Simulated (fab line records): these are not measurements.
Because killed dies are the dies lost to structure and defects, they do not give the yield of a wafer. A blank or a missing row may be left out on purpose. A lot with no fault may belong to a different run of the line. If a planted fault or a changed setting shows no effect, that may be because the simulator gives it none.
fab line records || flow gf180mcu
record {"lots": 14, "wafers": 40, "lastDay": 34}
route steps=602 shown HV_LDD@182 CONTACT@312 M1@321
lots that met no fault: from a run of the same line without faults
startH: start of the lot's first displayed wafer, in hours after the record's first day || waitH: how many hours have passed since the lot's step before this one || " as in the row above || L1.1+2: a row that stands for several wafers || - either no value or no given start || * or withheld: withheld || < > ~ a bound
route shown NAME@n: a module of which the file shows steps, and the number in the route of the first || usual: mean and standard deviation over wafers with no fault || same: alike in all rows || chamber/n: place in a boat || sites: per-site readings || _std_site: their standard deviation || _edge_site: inner sites' mean taken away from outer sites' mean || radiusMm: for every site, how far away it sits from the centre of the wafer || mask NAME#n: copy n || behind: the tool/chamber that last shaped the wafer || hold: cause of the lot's hold/its duration in hours/its outcome || device: the n, p or np transistor that did not switch || end of line: the same wafers' tests at the end of the route || a step given without rows: its recipe and nothing more || killed: dies that structure and defects cost at the first sort, which is not the same as the wafer's yield || map: dies across one wafer; x = killed, . = not, _ = none there
set.NAME: the setting as run; set.NAME@STEP: as run at that earlier step || model.NAME: the simulator's own value behind a step, which no gauge read
the route's steps for a sample of lots (tables are steps, rows are wafers)
## steps
# step GF_HV_LDD_DEVELOP_06
# recipe {"developTimeS": 60, "devTempC": 23}
{"lot.wafer": "L333.1+5+6", "tool": "lithoTrack-04", "chamber": 0, "startH": 212.40, "waitH": 0.1}
{"lot.wafer": "L334.3+5+6", "tool": "lithoTrack-01", "chamber": 0, "startH": 223.10, "waitH": 0.1}
{"lot.wafer": "L336.1+3+4", "tool": "lithoTrack-04", "chamber": 0, "startH": 233.35, "waitH": 0.1}
{"lot.wafer": "L335.1+2+5", "tool": "lithoTrack-02", "chamber": 0, "startH": 236.80, "waitH": 0.1}
{"lot.wafer": "L337.3+4+5", "tool": "lithoTrack-01", "chamber": 0, "startH": 238.65, "waitH": 0.1}
{"lot.wafer": "L338.2+3+4", "tool": "lithoTrack-04", "chamber": 0, "startH": 248.42, "waitH": 0.1}
{"lot.wafer": "L344.3+6", "tool": "lithoTrack-04", "chamber": 0, "startH": 296.00, "waitH": 0.1}
{"lot.wafer": "L346.3+6", "tool": "lithoTrack-04", "chamber": 0, "startH": 309.40, "waitH": 0.1}
{"lot.wafer": "L347.3+5+6", "tool": "lithoTrack-01", "chamber": 0, "startH": 316.85, "waitH": 0.1}
{"lot.wafer": "L348.2+4+5", "tool": "lithoTrack-01", "chamber": 0, "startH": 323.43, "waitH": 0.1}
{"lot.wafer": "L350.1+2+3", "tool": "lithoTrack-02", "chamber": 0, "startH": 340.79, "waitH": 0.1}
{"lot.wafer": "L351.2+3+6", "tool": "lithoTrack-02", "chamber": 0, "startH": 347.37, "waitH": 0.1}
{"lot.wafer": "L352.3+4+5", "tool": "lithoTrack-01", "chamber": 0, "startH": 350.45, "waitH": 0.1}
{"lot.wafer": "L356.3+4+6", "tool": "lithoTrack-04", "chamber": 0, "startH": 387.29, "waitH": 0.1}
# step GF_HV_LDD_CD_MEAS_07
# recipe {"targetCdNm": 400}
# usual {"cdNm": "399.6/2"}
{"lot.wafer": "L333.1", "tool": "cdSem-01", "chamber": "-", "startH": 212.55, "waitH": 0.1, "cdNm": 401.7}
{"lot.wafer": "L333.5", "tool": "cdSem-01", "chamber": "-", "startH": 212.55, "waitH": 0.1, "cdNm": 399.1}
{"lot.wafer": "L333.6", "tool": "cdSem-01", "chamber": "-", "startH": 212.55, "waitH": 0.1, "cdNm": 400.1}
{"lot.wafer": "L334.3", "tool": "cdSem-01", "chamber": "-", "startH": 223.24, "waitH": 0.1, "cdNm": 399.2}
{"lot.wafer": "L334.5", "tool": "cdSem-01", "chamber": "-", "startH": 223.24, "waitH": 0.1, "cdNm": 399.4}
{"lot.wafer": "L334.6", "tool": "cdSem-01", "chamber": "-", "startH": 223.24, "waitH": 0.1, "cdNm": 398.6}
{"lot.wafer": "L336.1", "tool": "cdSem-01", "chamber": "-", "startH": 233.50, "waitH": 0.1, "cdNm": 396.9}
{"lot.wafer": "L336.3", "tool": "cdSem-01", "chamber": "-", "startH": 233.50, "waitH": 0.1, "cdNm": 399.9}
{"lot.wafer": "L336.4", "tool": "cdSem-01", "chamber": "-", "startH": 233.50, "waitH": 0.1, "cdNm": 398.9}
{"lot.wafer": "L335.1", "tool": "cdSem-01", "chamber": "-", "startH": 236.95, "waitH": 0.1, "cdNm": 399.5}
{"lot.wafer": "L335.2", "tool": "cdSem-01", "chamber": "-", "startH": 236.95, "waitH": 0.1, "cdNm": 400.1}
{"lot.wafer": "L335.5", "tool": "cdSem-01", "chamber": "-", "startH": 236.95, "waitH": 0.1, "cdNm": 399.0}
{"lot.wafer": "L337.3", "tool": "cdSem-01", "chamber": "-", "startH": 238.79, "waitH": 0.1, "cdNm": 397.9}
{"lot.wafer": "L337.4", "tool": "cdSem-01", "chamber": "-", "startH": 238.79, "waitH": 0.1, "cdNm": 398.5}
{"lot.wafer": "L337.5", "tool": "cdSem-01", "chamber": "-", "startH": 238.79, "waitH": 0.1, "cdNm": 398.4}
{"lot.wafer": "L338.2", "tool": "cdSem-02", "chamber": "-", "startH": 248.57, "waitH": 0.1, "cdNm": 397.9}
{"lot.wafer": "L338.3", "tool": "cdSem-02", "chamber": "-", "startH": 248.57, "waitH": 0.1, "cdNm": 397.9}
{"lot.wafer": "L338.4", "tool": "cdSem-02", "chamber": "-", "startH": 248.57, "waitH": 0.1, "cdNm": 397.2}
{"lot.wafer": "L344.3", "tool": "cdSem-01", "chamber": "-", "startH": 296.14, "waitH": 0.1, "cdNm": 398.7}
{"lot.wafer": "L344.6", "tool": "cdSem-01", "chamber": "-", "startH": 296.14, "waitH": 0.1, "cdNm": 384.8}
{"lot.wafer": "L346.3", "tool": "cdSem-01", "chamber": "-", "startH": 309.54, "waitH": 0.1, "cdNm": 403.4}
{"lot.wafer": "L346.6", "tool": "cdSem-01", "chamber": "-", "startH": 309.54, "waitH": 0.1, "cdNm": 388.9}
{"lot.wafer": "L347.3", "tool": "cdSem-02", "chamber": "-", "startH": 316.99, "waitH": 0.1, "cdNm": 401.5}
{"lot.wafer": "L347.5", "tool": "cdSem-02", "chamber": "-", "startH": 316.99, "waitH": 0.1, "cdNm": 399.7}
{"lot.wafer": "L347.6", "tool": "cdSem-02", "chamber": "-", "startH": 316.99, "waitH": 0.1, "cdNm": 399.3}
{"lot.wafer": "L348.2", "tool": "cdSem-02", "chamber": "-", "startH": 323.57, "waitH": 0.1, "cdNm": 397.9}
{"lot.wafer": "L348.4", "tool": "cdSem-02", "chamber": "-", "startH": 323.57, "waitH": 0.1, "cdNm": 400.7}
{"lot.wafer": "L348.5", "tool": "cdSem-02", "chamber": "-", "startH": 323.57, "waitH": 0.1, "cdNm": 399.1}
{"lot.wafer": "L350.1", "tool": "cdSem-02", "chamber": "-", "startH": 340.94, "waitH": 0.1, "cdNm": 399.5}
{"lot.wafer": "L350.2", "tool": "cdSem-02", "chamber": "-", "startH": 340.94, "waitH": 0.1, "cdNm": 399.1}
{"lot.wafer": "L350.3", "tool": "cdSem-02", "chamber": "-", "startH": 340.94, "waitH": 0.1, "cdNm": 399.7}
{"lot.wafer": "L351.2", "tool": "cdSem-01", "chamber": "-", "startH": 347.51, "waitH": 0.1, "cdNm": 397.7}
{"lot.wafer": "L351.3", "tool": "cdSem-01", "chamber": "-", "startH": 347.51, "waitH": 0.1, "cdNm": 398.8}
{"lot.wafer": "L351.6", "tool": "cdSem-01", "chamber": "-", "startH": 347.51, "waitH": 0.1, "cdNm": 396.7}
{"lot.wafer": "L352.3", "tool": "cdSem-01", "chamber": "-", "startH": 350.59, "waitH": 0.1, "cdNm": 395.9}
{"lot.wafer": "L352.4", "tool": "cdSem-01", "chamber": "-", "startH": 350.59, "waitH": 0.1, "cdNm": 399.2}
{"lot.wafer": "L352.5", "tool": "cdSem-01", "chamber": "-", "startH": 350.59, "waitH": 0.1, "cdNm": 397.2}
{"lot.wafer": "L356.3", "tool": "cdSem-02", "chamber": "-", "startH": 387.43, "waitH": 0.1, "cdNm": 398.6}
{"lot.wafer": "L356.4", "tool": "cdSem-02", "chamber": "-", "startH": 387.43, "waitH": 0.1, "cdNm": 399.5}
{"lot.wafer": "L356.6", "tool": "cdSem-02", "chamber": "-", "startH": 387.43, "waitH": 0.1, "cdNm": 399.4}
# step GF_HV_LDD_CD_MEAS_46
# recipe {"targetCdNm": 400}
# usual {"cdNm": "400.7/2"}
{"lot.wafer": "L333.1", "tool": "cdSem-01", "chamber": "-", "startH": 268.05, "waitH": 0.1, "cdNm": 401.0}
{"lot.wafer": "L333.5", "tool": "cdSem-01", "chamber": "-", "startH": 268.05, "waitH": 0.1, "cdNm": 400.1}
{"lot.wafer": "L333.6", "tool": "cdSem-01", "chamber": "-", "startH": 268.05, "waitH": 0.1, "cdNm": 400.7}
{"lot.wafer": "L334.3", "tool": "cdSem-01", "chamber": "-", "startH": 279.74, "waitH": 0.1, "cdNm": 401.7}
{"lot.wafer": "L334.5", "tool": "cdSem-01", "chamber": "-", "startH": 279.74, "waitH": 0.1, "cdNm": 400.8}
{"lot.wafer": "L334.6", "tool": "cdSem-01", "chamber": "-", "startH": 279.74, "waitH": 0.1, "cdNm": 400.5}
{"lot.wafer": "L336.1", "tool": "cdSem-02", "chamber": "-", "startH": 289.70, "waitH": 0.1, "cdNm": 403.9}
{"lot.wafer": "L336.3", "tool": "cdSem-02", "chamber": "-", "startH": 289.70, "waitH": 0.1, "cdNm": 404.1}
{"lot.wafer": "L336.4", "tool": "cdSem-02", "chamber": "-", "startH": 289.70, "waitH": 0.1, "cdNm": 402.1}
{"lot.wafer": "L335.1", "tool": "cdSem-01", "chamber": "-", "startH": 295.15, "waitH": 0.1, "cdNm": 399.1}
{"lot.wafer": "L335.2", "tool": "cdSem-01", "chamber": "-", "startH": 295.15, "waitH": 0.1, "cdNm": 398.6}
{"lot.wafer": "L335.5", "tool": "cdSem-01", "chamber": "-", "startH": 295.15, "waitH": 0.1, "cdNm": 398.8}
{"lot.wafer": "L337.3", "tool": "cdSem-02", "chamber": "-", "startH": 296.54, "waitH": 0.1, "cdNm": 402.6}
{"lot.wafer": "L337.4", "tool": "cdSem-02", "chamber": "-", "startH": 296.54, "waitH": 0.1, "cdNm": 401.6}
{"lot.wafer": "L337.5", "tool": "cdSem-02", "chamber": "-", "startH": 296.54, "waitH": 0.1, "cdNm": 401.4}
{"lot.wafer": "L338.2", "tool": "cdSem-02", "chamber": "-", "startH": 307.22, "waitH": 0.1, "cdNm": 399.3}
{"lot.wafer": "L338.3", "tool": "cdSem-02", "chamber": "-", "startH": 307.22, "waitH": 0.1, "cdNm": 401.1}
{"lot.wafer": "L338.4", "tool": "cdSem-02", "chamber": "-", "startH": 307.22, "waitH": 0.1, "cdNm": 398.3}
{"lot.wafer": "L344.3", "tool": "cdSem-01", "chamber": "-", "startH": 360.08, "waitH": 0.1, "cdNm": 398.8}
{"lot.wafer": "L344.6", "tool": "cdSem-01", "chamber": "-", "startH": 360.08, "waitH": 0.1, "cdNm": 400.0}
{"lot.wafer": "L346.3", "tool": "cdSem-02", "chamber": "-", "startH": 374.24, "waitH": 0.1, "cdNm": 400.8}
{"lot.wafer": "L346.6", "tool": "cdSem-02", "chamber": "-", "startH": 374.24, "waitH": 0.1, "cdNm": 400.8}
{"lot.wafer": "L347.3", "tool": "cdSem-01", "chamber": "-", "startH": 382.23, "waitH": 0.1, "cdNm": 398.7}
{"lot.wafer": "L347.5", "tool": "cdSem-01", "chamber": "-", "startH": 382.23, "waitH": 0.1, "cdNm": 400.7}
{"lot.wafer": "L347.6", "tool": "cdSem-01", "chamber": "-", "startH": 382.23, "waitH": 0.1, "cdNm": 398.8}
{"lot.wafer": "L348.2", "tool": "cdSem-01", "chamber": "-", "startH": 389.86, "waitH": 0.1, "cdNm": 396.1}
{"lot.wafer": "L348.4", "tool": "cdSem-01", "chamber": "-", "startH": 389.86, "waitH": 0.1, "cdNm": 398.3}
{"lot.wafer": "L348.5", "tool": "cdSem-01", "chamber": "-", "startH": 389.86, "waitH": 0.1, "cdNm": 400.2}
{"lot.wafer": "L350.1", "tool": "cdSem-02", "chamber": "-", "startH": 409.70, "waitH": 0.1, "cdNm": 399.7}
{"lot.wafer": "L350.2", "tool": "cdSem-02", "chamber": "-", "startH": 409.70, "waitH": 0.1, "cdNm": 398.8}
{"lot.wafer": "L350.3", "tool": "cdSem-02", "chamber": "-", "startH": 409.70, "waitH": 0.1, "cdNm": 401.3}
{"lot.wafer": "L351.2", "tool": "cdSem-01", "chamber": "-", "startH": 416.26, "waitH": 0.1, "cdNm": 400.9}
{"lot.wafer": "L351.3", "tool": "cdSem-01", "chamber": "-", "startH": 416.26, "waitH": 0.1, "cdNm": 400.0}
{"lot.wafer": "L351.6", "tool": "cdSem-01", "chamber": "-", "startH": 416.26, "waitH": 0.1, "cdNm": 401.8}
{"lot.wafer": "L352.3", "tool": "cdSem-01", "chamber": "-", "startH": 420.64, "waitH": 0.1, "cdNm": 400.4}
{"lot.wafer": "L352.4", "tool": "cdSem-01", "chamber": "-", "startH": 420.64, "waitH": 0.1, "cdNm": 400.2}
{"lot.wafer": "L352.5", "tool": "cdSem-01", "chamber": "-", "startH": 420.64, "waitH": 0.1, "cdNm": 397.7}
{"lot.wafer": "L356.3", "tool": "cdSem-02", "chamber": "-", "startH": 459.03, "waitH": 0.1, "cdNm": 401.6}
{"lot.wafer": "L356.4", "tool": "cdSem-02", "chamber": "-", "startH": 459.03, "waitH": 0.1, "cdNm": 401.1}
{"lot.wafer": "L356.6", "tool": "cdSem-02", "chamber": "-", "startH": 459.03, "waitH": 0.1, "cdNm": 404.8}
# step GF_CONTACT_RS_MEAS_25
# recipe {"thkMeasGauge": "four-point-probe", "reads": "W_of_CONTACT_CVD_24+TiN_of_CONTACT_SPUTTER_23+Ti_of_CONTACT_SPUTTER_22"}
# usual {"CONTACT_W_RS": "0.384/0.0053"}
{"lot.wafer": "L333.1", "tool": "filmMetro-03", "chamber": "-", "startH": 355.92, "waitH": 0.1, "CONTACT_W_RS[ohm/sq]": 0.390}
{"lot.wafer": "L333.5", "tool": "filmMetro-03", "chamber": "-", "startH": 355.92, "waitH": 0.1, "CONTACT_W_RS[ohm/sq]": 0.388}
{"lot.wafer": "L333.6", "tool": "filmMetro-03", "chamber": "-", "startH": 355.92, "waitH": 0.1, "CONTACT_W_RS[ohm/sq]": 0.392}
{"lot.wafer": "L334.3", "tool": "filmMetro-03", "chamber": "-", "startH": 370.13, "waitH": 0.1, "CONTACT_W_RS[ohm/sq]": 0.381}
{"lot.wafer": "L334.5", "tool": "filmMetro-03", "chamber": "-", "startH": 370.13, "waitH": 0.1, "CONTACT_W_RS[ohm/sq]": 0.377}
{"lot.wafer": "L334.6", "tool": "filmMetro-03", "chamber": "-", "startH": 370.13, "waitH": 0.1, "CONTACT_W_RS[ohm/sq]": 0.389}
{"lot.wafer": "L336.1", "tool": "filmMetro-02", "chamber": "-", "startH": 380.22, "waitH": 0.1, "CONTACT_W_RS[ohm/sq]": 0.376}
{"lot.wafer": "L336.3", "tool": "filmMetro-02", "chamber": "-", "startH": 380.22, "waitH": 0.1, "CONTACT_W_RS[ohm/sq]": 0.379}
{"lot.wafer": "L336.4", "tool": "filmMetro-02", "chamber": "-", "startH": 380.22, "waitH": 0.1, "CONTACT_W_RS[ohm/sq]": 0.372}
{"lot.wafer": "L335.1", "tool": "filmMetro-02", "chamber": "-", "startH": 387.27, "waitH": 0.1, "CONTACT_W_RS[ohm/sq]": 0.388}
{"lot.wafer": "L335.2", "tool": "filmMetro-02", "chamber": "-", "startH": 387.27, "waitH": 0.1, "CONTACT_W_RS[ohm/sq]": 0.390}
{"lot.wafer": "L335.5", "tool": "filmMetro-02", "chamber": "-", "startH": 387.27, "waitH": 0.1, "CONTACT_W_RS[ohm/sq]": 0.393}
{"lot.wafer": "L337.3", "tool": "filmMetro-02", "chamber": "-", "startH": 390.50, "waitH": 0.1, "CONTACT_W_RS[ohm/sq]": 0.388}
{"lot.wafer": "L337.4", "tool": "filmMetro-02", "chamber": "-", "startH": 390.50, "waitH": 0.1, "CONTACT_W_RS[ohm/sq]": 0.386}
{"lot.wafer": "L337.5", "tool": "filmMetro-02", "chamber": "-", "startH": 390.50, "waitH": 0.1, "CONTACT_W_RS[ohm/sq]": 0.391}
{"lot.wafer": "L338.2", "tool": "filmMetro-02", "chamber": "-", "startH": 402.14, "waitH": 0.2, "CONTACT_W_RS[ohm/sq]": 0.383}
{"lot.wafer": "L338.3", "tool": "filmMetro-02", "chamber": "-", "startH": 402.14, "waitH": 0.2, "CONTACT_W_RS[ohm/sq]": 0.386}
{"lot.wafer": "L338.4", "tool": "filmMetro-02", "chamber": "-", "startH": 402.14, "waitH": 0.2, "CONTACT_W_RS[ohm/sq]": 0.382}
{"lot.wafer": "L344.3", "tool": "filmMetro-01", "chamber": "-", "startH": 461.45, "waitH": 0.1, "CONTACT_W_RS[ohm/sq]": 0.383}
{"lot.wafer": "L344.6", "tool": "filmMetro-01", "chamber": "-", "startH": 461.45, "waitH": 0.1, "CONTACT_W_RS[ohm/sq]": 0.382}
{"lot.wafer": "L346.3", "tool": "filmMetro-01", "chamber": "-", "startH": 477.15, "waitH": 0.2, "CONTACT_W_RS[ohm/sq]": 0.387}
{"lot.wafer": "L346.6", "tool": "filmMetro-01", "chamber": "-", "startH": 477.15, "waitH": 0.2, "CONTACT_W_RS[ohm/sq]": 0.388}
{"lot.wafer": "L347.3", "tool": "filmMetro-01", "chamber": "-", "startH": 484.92, "waitH": 0.1, "CONTACT_W_RS[ohm/sq]": 0.388}
{"lot.wafer": "L347.5", "tool": "filmMetro-01", "chamber": "-", "startH": 484.92, "waitH": 0.1, "CONTACT_W_RS[ohm/sq]": 0.382}
{"lot.wafer": "L347.6", "tool": "filmMetro-01", "chamber": "-", "startH": 484.92, "waitH": 0.1, "CONTACT_W_RS[ohm/sq]": 0.385}
{"lot.wafer": "L348.2", "tool": "filmMetro-03", "chamber": "-", "startH": 492.36, "waitH": 0.1, "CONTACT_W_RS[ohm/sq]": 0.380}
{"lot.wafer": "L348.4", "tool": "filmMetro-03", "chamber": "-", "startH": 492.36, "waitH": 0.1, "CONTACT_W_RS[ohm/sq]": 0.394}
{"lot.wafer": "L348.5", "tool": "filmMetro-03", "chamber": "-", "startH": 492.36, "waitH": 0.1, "CONTACT_W_RS[ohm/sq]": 0.382}
{"lot.wafer": "L350.1", "tool": "filmMetro-03", "chamber": "-", "startH": 512.59, "waitH": 0.1, "CONTACT_W_RS[ohm/sq]": 0.379}
{"lot.wafer": "L350.2", "tool": "filmMetro-03", "chamber": "-", "startH": 512.59, "waitH": 0.1, "CONTACT_W_RS[ohm/sq]": 0.384}
{"lot.wafer": "L350.3", "tool": "filmMetro-03", "chamber": "-", "startH": 512.59, "waitH": 0.1, "CONTACT_W_RS[ohm/sq]": 0.383}
{"lot.wafer": "L351.2", "tool": "filmMetro-03", "chamber": "-", "startH": 518.23, "waitH": 0.1, "CONTACT_W_RS[ohm/sq]": 0.388}
{"lot.wafer": "L351.3", "tool": "filmMetro-03", "chamber": "-", "startH": 518.23, "waitH": 0.1, "CONTACT_W_RS[ohm/sq]": 0.377}
{"lot.wafer": "L351.6", "tool": "filmMetro-03", "chamber": "-", "startH": 518.23, "waitH": 0.1, "CONTACT_W_RS[ohm/sq]": 0.382}
{"lot.wafer": "L352.3", "tool": "filmMetro-01", "chamber": "-", "startH": 523.65, "waitH": 0.1, "CONTACT_W_RS[ohm/sq]": 0.381}
{"lot.wafer": "L352.4", "tool": "filmMetro-01", "chamber": "-", "startH": 523.65, "waitH": 0.1, "CONTACT_W_RS[ohm/sq]": 0.380}
{"lot.wafer": "L352.5", "tool": "filmMetro-01", "chamber": "-", "startH": 523.65, "waitH": 0.1, "CONTACT_W_RS[ohm/sq]": 0.384}
{"lot.wafer": "L356.3", "tool": "filmMetro-01", "chamber": "-", "startH": 558.51, "waitH": 0.1, "CONTACT_W_RS[ohm/sq]": 0.373}
{"lot.wafer": "L356.4", "tool": "filmMetro-01", "chamber": "-", "startH": 558.51, "waitH": 0.1, "CONTACT_W_RS[ohm/sq]": 0.379}
{"lot.wafer": "L356.6", "tool": "filmMetro-01", "chamber": "-", "startH": 558.51, "waitH": 0.1, "CONTACT_W_RS[ohm/sq]": 0.377}
# step GF_M1_THK_MEAS_06
# recipe {"thkMeasGauge": "xrf", "reads": "AlCu_of_M1_SPUTTER_02"}
# usual {"M1_ALCU_THK": "444/5.3"}
{"lot.wafer": "L333.1", "tool": "filmMetro-04", "chamber": "-", "startH": 356.74, "waitH": 0.1, "M1_ALCU_THK[nm]": 437}
{"lot.wafer": "L333.5", "tool": "filmMetro-04", "chamber": "-", "startH": 356.74, "waitH": 0.1, "M1_ALCU_THK[nm]": 434}
{"lot.wafer": "L333.6", "tool": "filmMetro-04", "chamber": "-", "startH": 356.74, "waitH": 0.1, "M1_ALCU_THK[nm]": 436}
{"lot.wafer": "L334.3", "tool": "filmMetro-02", "chamber": "-", "startH": 370.93, "waitH": 0.1, "M1_ALCU_THK[nm]": 438}
{"lot.wafer": "L334.5", "tool": "filmMetro-02", "chamber": "-", "startH": 370.93, "waitH": 0.1, "M1_ALCU_THK[nm]": 437}
{"lot.wafer": "L334.6", "tool": "filmMetro-02", "chamber": "-", "startH": 370.93, "waitH": 0.1, "M1_ALCU_THK[nm]": 447}
{"lot.wafer": "L336.1", "tool": "filmMetro-04", "chamber": "-", "startH": 381.04, "waitH": 0.1, "M1_ALCU_THK[nm]": 442}
{"lot.wafer": "L336.3", "tool": "filmMetro-04", "chamber": "-", "startH": 381.04, "waitH": 0.1, "M1_ALCU_THK[nm]": 441}
{"lot.wafer": "L336.4", "tool": "filmMetro-04", "chamber": "-", "startH": 381.04, "waitH": 0.1, "M1_ALCU_THK[nm]": 441}
{"lot.wafer": "L335.1", "tool": "filmMetro-02", "chamber": "-", "startH": 388.17, "waitH": 0.1, "M1_ALCU_THK[nm]": 444}
{"lot.wafer": "L335.2", "tool": "filmMetro-02", "chamber": "-", "startH": 388.17, "waitH": 0.1, "M1_ALCU_THK[nm]": 442}
{"lot.wafer": "L335.5", "tool": "filmMetro-02", "chamber": "-", "startH": 388.17, "waitH": 0.1, "M1_ALCU_THK[nm]": 452}
{"lot.wafer": "L337.3", "tool": "filmMetro-04", "chamber": "-", "startH": 391.30, "waitH": 0.1, "M1_ALCU_THK[nm]": 442}
{"lot.wafer": "L337.4", "tool": "filmMetro-04", "chamber": "-", "startH": 391.30, "waitH": 0.1, "M1_ALCU_THK[nm]": 447}
{"lot.wafer": "L337.5", "tool": "filmMetro-04", "chamber": "-", "startH": 391.30, "waitH": 0.1, "M1_ALCU_THK[nm]": 446}
{"lot.wafer": "L338.2", "tool": "filmMetro-02", "chamber": "-", "startH": 402.95, "waitH": 0.1, "M1_ALCU_THK[nm]": 444}
{"lot.wafer": "L338.3", "tool": "filmMetro-02", "chamber": "-", "startH": 402.95, "waitH": 0.1, "M1_ALCU_THK[nm]": 431}
{"lot.wafer": "L338.4", "tool": "filmMetro-02", "chamber": "-", "startH": 402.95, "waitH": 0.1, "M1_ALCU_THK[nm]": 437}
{"lot.wafer": "L344.3", "tool": "filmMetro-04", "chamber": "-", "startH": 462.25, "waitH": 0.1, "M1_ALCU_THK[nm]": 441}
{"lot.wafer": "L344.6", "tool": "filmMetro-04", "chamber": "-", "startH": 462.25, "waitH": 0.1, "M1_ALCU_THK[nm]": 439}
{"lot.wafer": "L346.3", "tool": "filmMetro-01", "chamber": "-", "startH": 478.04, "waitH": 0.1, "M1_ALCU_THK[nm]": 450}
{"lot.wafer": "L346.6", "tool": "filmMetro-01", "chamber": "-", "startH": 478.04, "waitH": 0.1, "M1_ALCU_THK[nm]": 443}
{"lot.wafer": "L347.3", "tool": "filmMetro-04", "chamber": "-", "startH": 485.72, "waitH": 0.1, "M1_ALCU_THK[nm]": 441}
{"lot.wafer": "L347.5", "tool": "filmMetro-04", "chamber": "-", "startH": 485.72, "waitH": 0.1, "M1_ALCU_THK[nm]": 439}
{"lot.wafer": "L347.6", "tool": "filmMetro-04", "chamber": "-", "startH": 485.72, "waitH": 0.1, "M1_ALCU_THK[nm]": 439}
{"lot.wafer": "L348.2", "tool": "filmMetro-04", "chamber": "-", "startH": 493.17, "waitH": 0.1, "M1_ALCU_THK[nm]": 447}
{"lot.wafer": "L348.4", "tool": "filmMetro-04", "chamber": "-", "startH": 493.17, "waitH": 0.1, "M1_ALCU_THK[nm]": 441}
{"lot.wafer": "L348.5", "tool": "filmMetro-04", "chamber": "-", "startH": 493.17, "waitH": 0.1, "M1_ALCU_THK[nm]": 443}
{"lot.wafer": "L350.1", "tool": "filmMetro-04", "chamber": "-", "startH": 513.42, "waitH": 0.1, "M1_ALCU_THK[nm]": 455}
{"lot.wafer": "L350.2", "tool": "filmMetro-04", "chamber": "-", "startH": 513.42, "waitH": 0.1, "M1_ALCU_THK[nm]": 459}
{"lot.wafer": "L350.3", "tool": "filmMetro-04", "chamber": "-", "startH": 513.42, "waitH": 0.1, "M1_ALCU_THK[nm]": 456}
{"lot.wafer": "L351.2", "tool": "filmMetro-01", "chamber": "-", "startH": 519.04, "waitH": 0.1, "M1_ALCU_THK[nm]": 442}
{"lot.wafer": "L351.3", "tool": "filmMetro-01", "chamber": "-", "startH": 519.04, "waitH": 0.1, "M1_ALCU_THK[nm]": 437}
{"lot.wafer": "L351.6", "tool": "filmMetro-01", "chamber": "-", "startH": 519.04, "waitH": 0.1, "M1_ALCU_THK[nm]": 438}
{"lot.wafer": "L352.3", "tool": "filmMetro-04", "chamber": "-", "startH": 524.45, "waitH": 0.1, "M1_ALCU_THK[nm]": 446}
{"lot.wafer": "L352.4", "tool": "filmMetro-04", "chamber": "-", "startH": 524.45, "waitH": 0.1, "M1_ALCU_THK[nm]": 449}
{"lot.wafer": "L352.5", "tool": "filmMetro-04", "chamber": "-", "startH": 524.45, "waitH": 0.1, "M1_ALCU_THK[nm]": 449}
{"lot.wafer": "L356.3", "tool": "filmMetro-04", "chamber": "-", "startH": 559.31, "waitH": 0.1, "M1_ALCU_THK[nm]": 436}
{"lot.wafer": "L356.4", "tool": "filmMetro-04", "chamber": "-", "startH": 559.31, "waitH": 0.1, "M1_ALCU_THK[nm]": 436}
{"lot.wafer": "L356.6", "tool": "filmMetro-04", "chamber": "-", "startH": 559.31, "waitH": 0.1, "M1_ALCU_THK[nm]": 432}
## key
firstSign {"step": "GF_HV_LDD_CD_MEAS_07", "reading": "cdNm", "direction": "down", "sigmas": 6.2, "usual": 399.6, "struck": 386.8}
effect none on later readings
metAt GF_HV_LDD_DEVELOP_06
struckLots L344,L346
struckWafers L344.6,L346.6
testerLeftOut L344,L346
notActingAt GF_HV_LDD_CD_MEAS_46,GF_CONTACT_RS_MEAS_25,GF_M1_THK_MEAS_06
onsetBetween 248.42 296.00
fault {"kind": "processParameterDrift", "tool": "lithoTrack-04", "chamber": "-", "onsetH": 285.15, "steps": "GF_HV_LDD_DEVELOP_06", "channel": "developTimeS", "offset": "*", "shape": "step", "endH": 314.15, "scope": "struckWafersOnly", "actsIn": "*", "stated": "*"}
# testerLeftOut: of these lots the tester's yield and bins aren't shown, on N5 and GAA mostly nor the transistor test; their killed dies are dies lost to structure and defects alone, not to doping, threshold or leakage, so they don't give the yield
